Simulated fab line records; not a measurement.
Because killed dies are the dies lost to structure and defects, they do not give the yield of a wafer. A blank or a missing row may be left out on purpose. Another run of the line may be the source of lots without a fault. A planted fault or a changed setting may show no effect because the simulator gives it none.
Which tool was responsible? || flow sky130 || 14 lots with 42 wafers sampled at 4 steps, on a route of 708 steps

## WHAT THE GAUGES SHOWED, per wafer
SKY_NWELL_TW_MEAS_26. Usual: NWELL_2_TW 493, standard deviation 5.1.
{"lot": "L195", "measured": "day 5 13:31", "on": "film metro-02", "NWELL_2_TW": "498 497 498", "flag": ""}
{"lot": "L196", "measured": "day 5 19:49", "on": "film metro-02", "NWELL_2_TW": "498 495 500", "flag": ""}
{"lot": "L197", "measured": "day 5 21:58", "on": "film metro-02", "NWELL_2_TW": "500 497 495", "flag": ""}
{"lot": "L199", "measured": "day 6 12:18", "on": "film metro-04", "NWELL_2_TW": "493 496 497", "flag": ""}
{"lot": "L200", "measured": "day 6 16:40", "on": "film metro-02", "NWELL_2_TW": "500 500 501", "flag": ""}
{"lot": "L203", "measured": "day 7 04:52", "on": "film metro-04", "NWELL_2_TW": "494 494 492", "flag": ""}
{"lot": "L205", "measured": "day 7 19:40", "on": "film metro-02", "NWELL_2_TW": "496 498 496", "flag": ""}
{"lot": "L207", "measured": "day 8 08:01", "on": "film metro-01", "NWELL_2_TW": "487 484 489", "flag": ""}
{"lot": "L208", "measured": "day 8 15:52", "on": "film metro-01", "NWELL_2_TW": "490 491 489", "flag": ""}
{"lot": "L213", "measured": "day 9 21:45", "on": "film metro-01", "NWELL_2_TW": "485 486 484", "flag": ""}
{"lot": "L214", "measured": "day 10 01:16", "on": "film metro-02", "NWELL_2_TW": "498 496 497", "flag": ""}
{"lot": "L215", "measured": "day 10 10:13", "on": "film metro-01", "NWELL_2_TW": "488 488 487", "flag": ""}
{"lot": "L216", "measured": "day 10 15:10", "on": "film metro-01", "NWELL_2_TW": "487 490 489", "flag": ""}
{"lot": "L218", "measured": "day 10 23:25", "on": "film metro-02", "NWELL_2_TW": "500 496 499", "flag": ""}

## WHICH TOOL RAN EACH LOT (tool, then ch and the chambers of the sampled wafers, then the start)
{"lot": "L195", "SKY_FIELD_ISO_ETCH_14": "rie diel-04 ch 1,2,3, day 2 04:41", "SKY_PWDE_COAT_02": "litho track-04 ch 0, day 3 18:11", "SKY_PWDE_STRIP_09": "plasma asher-02 ch 0,1, day 4 02:56"}
{"lot": "L196", "SKY_FIELD_ISO_ETCH_14": "rie diel-02 ch 0,2, day 2 10:17", "SKY_PWDE_COAT_02": "litho track-02 ch 0, day 3 23:43", "SKY_PWDE_STRIP_09": "plasma asher-02 ch 0,1, day 4 08:07"}
{"lot": "L197", "SKY_FIELD_ISO_ETCH_14": "rie diel-03 ch 0,1,3, day 2 14:52", "SKY_PWDE_COAT_02": "litho track-02 ch 0, day 4 01:58", "SKY_PWDE_STRIP_09": "plasma asher-03 ch 0,1, day 4 10:13"}
{"lot": "L199", "SKY_FIELD_ISO_ETCH_14": "rie diel-04 ch 0,1,2, day 3 06:19", "SKY_PWDE_COAT_02": "litho track-02 ch 0, day 4 14:07", "SKY_PWDE_STRIP_09": "plasma asher-02 ch 0,1, day 4 23:21"}
{"lot": "L200", "SKY_FIELD_ISO_ETCH_14": "rie diel-02 ch 2,3, day 3 06:40", "SKY_PWDE_COAT_02": "litho track-02 ch 0, day 4 17:26", "SKY_PWDE_STRIP_09": "plasma asher-04 ch 0,1, day 5 02:45"}
{"lot": "L203", "SKY_FIELD_ISO_ETCH_14": "rie diel-04 ch 1,3, day 3 20:59", "SKY_PWDE_COAT_02": "litho track-04 ch 0, day 5 04:36", "SKY_PWDE_STRIP_09": "plasma asher-04 ch 0,1, day 5 13:46"}
{"lot": "L205", "SKY_FIELD_ISO_ETCH_14": "rie diel-02 ch 0,1,2, day 4 09:23", "SKY_PWDE_COAT_02": "litho track-04 ch 0, day 5 19:39", "SKY_PWDE_STRIP_09": "plasma asher-02 ch 0,1, day 6 04:51"}
{"lot": "L207", "SKY_FIELD_ISO_ETCH_14": "rie diel-03 ch 0,1, day 4 18:20", "SKY_PWDE_COAT_02": "litho track-03 ch 0, day 6 05:27", "SKY_PWDE_STRIP_09": "plasma asher-03 ch 0,1, day 6 15:23"}
{"lot": "L208", "SKY_FIELD_ISO_ETCH_14": "rie diel-02 ch 1,2, day 4 23:25", "SKY_PWDE_COAT_02": "litho track-02 ch 0, day 6 12:38", "SKY_PWDE_STRIP_09": "plasma asher-02 ch 0,1, day 6 22:16"}
{"lot": "L213", "SKY_FIELD_ISO_ETCH_14": "rie diel-04 ch 0,2,3, day 6 03:43", "SKY_PWDE_COAT_02": "litho track-03 ch 0, day 7 15:16", "SKY_PWDE_STRIP_09": "plasma asher-04 ch 0,1, day 8 02:08"}
{"lot": "L214", "SKY_FIELD_ISO_ETCH_14": "rie diel-04 ch 2,3, day 6 08:10", "SKY_PWDE_COAT_02": "litho track-03 ch 0, day 7 19:40", "SKY_PWDE_STRIP_09": "plasma asher-02 ch 0,1, day 8 06:57"}
{"lot": "L215", "SKY_FIELD_ISO_ETCH_14": "rie diel-02 ch 0,2, day 6 12:11", "SKY_PWDE_COAT_02": "litho track-02 ch 0, day 8 03:01", "SKY_PWDE_STRIP_09": "plasma asher-02 ch 0,1, day 8 13:36"}
{"lot": "L216", "SKY_FIELD_ISO_ETCH_14": "rie diel-03 ch 0,1,2, day 6 17:26", "SKY_PWDE_COAT_02": "litho track-03 ch 0, day 8 08:03", "SKY_PWDE_STRIP_09": "plasma asher-02 ch 0,1, day 8 18:36"}
{"lot": "L218", "SKY_FIELD_ISO_ETCH_14": "rie diel-03 ch 0,1,2, day 7 03:28", "SKY_PWDE_COAT_02": "litho track-03 ch 0, day 8 15:57", "SKY_PWDE_STRIP_09": "plasma asher-03 ch 0,1, day 9 03:00"}
- SKY_FIELD_ISO_ETCH_14: etches BARC in N2/H2, stops on SiO2, time 45.9 s, target depth 60 nm.
- SKY_PWDE_COAT_02: resist thk 3000 nm.
- SKY_PWDE_STRIP_09: strips in O2/N2.

## AS READ BY THE TOOLS THEMSELVES (means over the sampled wafers that have a number; for cases with no such wafer, the mark the record gives instead)
SKY_FIELD_ISO_ETCH_14. Usual: drypump motor current A 5.9 A, standard deviation 0.47; oes product au 0.854 a.u., standard deviation 0.0041; throttle valve pct 13.225 %, standard deviation 0.0091.
{"lot": "L195", "tool": "rie diel-04", "drypump motor current A (A)": 6.0, "oes product au (a.u.)": 0.856, "throttle valve pct (%)": 13.233, "flag": ""}
{"lot": "L196", "tool": "rie diel-02", "drypump motor current A (A)": 6.0, "oes product au (a.u.)": 0.854, "throttle valve pct (%)": 13.211, "flag": ""}
{"lot": "L197", "tool": "rie diel-03", "drypump motor current A (A)": 5.8, "oes product au (a.u.)": 0.857, "throttle valve pct (%)": 13.224, "flag": ""}
{"lot": "L199", "tool": "rie diel-04", "drypump motor current A (A)": 6.2, "oes product au (a.u.)": 0.851, "throttle valve pct (%)": 13.221, "flag": ""}
{"lot": "L200", "tool": "rie diel-02", "drypump motor current A (A)": 6.1, "oes product au (a.u.)": 0.855, "throttle valve pct (%)": 13.216, "flag": ""}
{"lot": "L203", "tool": "rie diel-04", "drypump motor current A (A)": 6.4, "oes product au (a.u.)": 0.856, "throttle valve pct (%)": 13.224, "flag": ""}
{"lot": "L205", "tool": "rie diel-02", "drypump motor current A (A)": 6.0, "oes product au (a.u.)": 0.853, "throttle valve pct (%)": 13.224, "flag": ""}
{"lot": "L207", "tool": "rie diel-03", "drypump motor current A (A)": 5.9, "oes product au (a.u.)": 0.856, "throttle valve pct (%)": 13.219, "flag": ""}
{"lot": "L208", "tool": "rie diel-02", "drypump motor current A (A)": 5.6, "oes product au (a.u.)": 0.854, "throttle valve pct (%)": 13.224, "flag": ""}
{"lot": "L213", "tool": "rie diel-04", "drypump motor current A (A)": 5.9, "oes product au (a.u.)": 0.856, "throttle valve pct (%)": 13.237, "flag": ""}
{"lot": "L214", "tool": "rie diel-04", "drypump motor current A (A)": 5.6, "oes product au (a.u.)": 0.854, "throttle valve pct (%)": 13.223, "flag": ""}
{"lot": "L215", "tool": "rie diel-02", "drypump motor current A (A)": 5.7, "oes product au (a.u.)": 0.851, "throttle valve pct (%)": 13.227, "flag": ""}
{"lot": "L216", "tool": "rie diel-03", "drypump motor current A (A)": 5.6, "oes product au (a.u.)": 0.855, "throttle valve pct (%)": 13.225, "flag": ""}
{"lot": "L218", "tool": "rie diel-03", "drypump motor current A (A)": 5.6, "oes product au (a.u.)": 0.854, "throttle valve pct (%)": 13.220, "flag": ""}

SKY_PWDE_COAT_02. Usual: spin speed rpm reads 2000.0 rpm (standard deviation 1.5).
{"lot": "L195", "tool": "litho track-04", "spin speed rpm (rpm)": 1998.7, "flag": ""}
{"lot": "L196", "tool": "litho track-02", "spin speed rpm (rpm)": 2000.9, "flag": ""}
{"lot": "L197", "tool": "litho track-02", "spin speed rpm (rpm)": 2000.2, "flag": ""}
{"lot": "L199", "tool": "litho track-02", "spin speed rpm (rpm)": 1999.9, "flag": ""}
{"lot": "L200", "tool": "litho track-02", "spin speed rpm (rpm)": 1998.7, "flag": ""}
{"lot": "L203", "tool": "litho track-04", "spin speed rpm (rpm)": 1999.8, "flag": ""}
{"lot": "L205", "tool": "litho track-04", "spin speed rpm (rpm)": 1999.7, "flag": ""}
{"lot": "L207", "tool": "litho track-03", "spin speed rpm (rpm)": 2000.2, "flag": ""}
{"lot": "L208", "tool": "litho track-02", "spin speed rpm (rpm)": 1998.7, "flag": ""}
{"lot": "L213", "tool": "litho track-03", "spin speed rpm (rpm)": 2000.6, "flag": ""}
{"lot": "L214", "tool": "litho track-03", "spin speed rpm (rpm)": 2000.7, "flag": ""}
{"lot": "L215", "tool": "litho track-02", "spin speed rpm (rpm)": 1998.8, "flag": ""}
{"lot": "L216", "tool": "litho track-03", "spin speed rpm (rpm)": 1999.7, "flag": ""}
{"lot": "L218", "tool": "litho track-03", "spin speed rpm (rpm)": 2001.1, "flag": ""}

SKY_PWDE_STRIP_09. Usual: drypump motor current A 5.66 A, standard deviation 0.28; oes product au 0.723 a.u., standard deviation 0.0042; strip time to endpoint s 36.91 s, standard deviation 0.098.
{"lot": "L195", "tool": "plasma asher-02", "drypump motor current A (A)": 5.62, "oes product au (a.u.)": 0.725, "strip time to endpoint s (s)": 36.77, "flag": ""}
{"lot": "L196", "tool": "plasma asher-02", "drypump motor current A (A)": 5.67, "oes product au (a.u.)": 0.723, "strip time to endpoint s (s)": 37.07, "flag": ""}
{"lot": "L197", "tool": "plasma asher-03", "drypump motor current A (A)": 5.90, "oes product au (a.u.)": 0.722, "strip time to endpoint s (s)": 36.89, "flag": ""}
{"lot": "L199", "tool": "plasma asher-02", "drypump motor current A (A)": 5.62, "oes product au (a.u.)": 0.717, "strip time to endpoint s (s)": 36.86, "flag": ""}
{"lot": "L200", "tool": "plasma asher-04", "drypump motor current A (A)": 5.18, "oes product au (a.u.)": 0.720, "strip time to endpoint s (s)": 36.92, "flag": ""}
{"lot": "L203", "tool": "plasma asher-04", "drypump motor current A (A)": 5.20, "oes product au (a.u.)": 0.722, "strip time to endpoint s (s)": 29.43, "flag": "OFF"}
{"lot": "L205", "tool": "plasma asher-02", "drypump motor current A (A)": 5.62, "oes product au (a.u.)": 0.721, "strip time to endpoint s (s)": 29.55, "flag": "OFF"}
{"lot": "L207", "tool": "plasma asher-03", "drypump motor current A (A)": 5.92, "oes product au (a.u.)": 0.724, "strip time to endpoint s (s)": 36.96, "flag": ""}
{"lot": "L208", "tool": "plasma asher-02", "drypump motor current A (A)": 5.71, "oes product au (a.u.)": 0.727, "strip time to endpoint s (s)": 36.81, "flag": ""}
{"lot": "L213", "tool": "plasma asher-04", "drypump motor current A (A)": 5.23, "oes product au (a.u.)": 0.722, "strip time to endpoint s (s)": 36.94, "flag": ""}
{"lot": "L214", "tool": "plasma asher-02", "drypump motor current A (A)": 5.67, "oes product au (a.u.)": 0.725, "strip time to endpoint s (s)": 37.00, "flag": ""}
{"lot": "L215", "tool": "plasma asher-02", "drypump motor current A (A)": 5.62, "oes product au (a.u.)": 0.726, "strip time to endpoint s (s)": 37.08, "flag": ""}
{"lot": "L216", "tool": "plasma asher-02", "drypump motor current A (A)": 5.68, "oes product au (a.u.)": 0.724, "strip time to endpoint s (s)": 36.81, "flag": ""}
{"lot": "L218", "tool": "plasma asher-03", "drypump motor current A (A)": 5.96, "oes product au (a.u.)": 0.723, "strip time to endpoint s (s)": 36.83, "flag": ""}

## THE ANSWER, worked out from the rows above alone
Rule: lot off if the mean of its wafers having a number is beyond 3 standard deviations from the usual mean. A lot without any number at a reading at which 4 lots or more have one is off too. Where the step has rows for the other lots, those lots are counted as sound. The gauges are gone through in route order, then the tools' own readings, and for those a lot's mean is taken as printed above. The first step at which some lot is off is used, and at that step the reading that is off furthest; a lot without a number counts as furthest.
Off: L203, L205 (SKY_PWDE_STRIP_09, strip time to endpoint s).
If a tool, at that step or one of the process steps before it, ran each lot that is off and ran no sound lot following the first of them, it fits. One fits: litho track-04 at SKY_PWDE_COAT_02. Its last sound lot is L195 (day 3 18:11), its first lot that is off L203 (day 5 04:36): a fault that began between those two fits.

## WHAT THE SIMULATOR HAD INSERTED
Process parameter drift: litho track-04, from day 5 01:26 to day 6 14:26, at SKY_PWDE_COAT_02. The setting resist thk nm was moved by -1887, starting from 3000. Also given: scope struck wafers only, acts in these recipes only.
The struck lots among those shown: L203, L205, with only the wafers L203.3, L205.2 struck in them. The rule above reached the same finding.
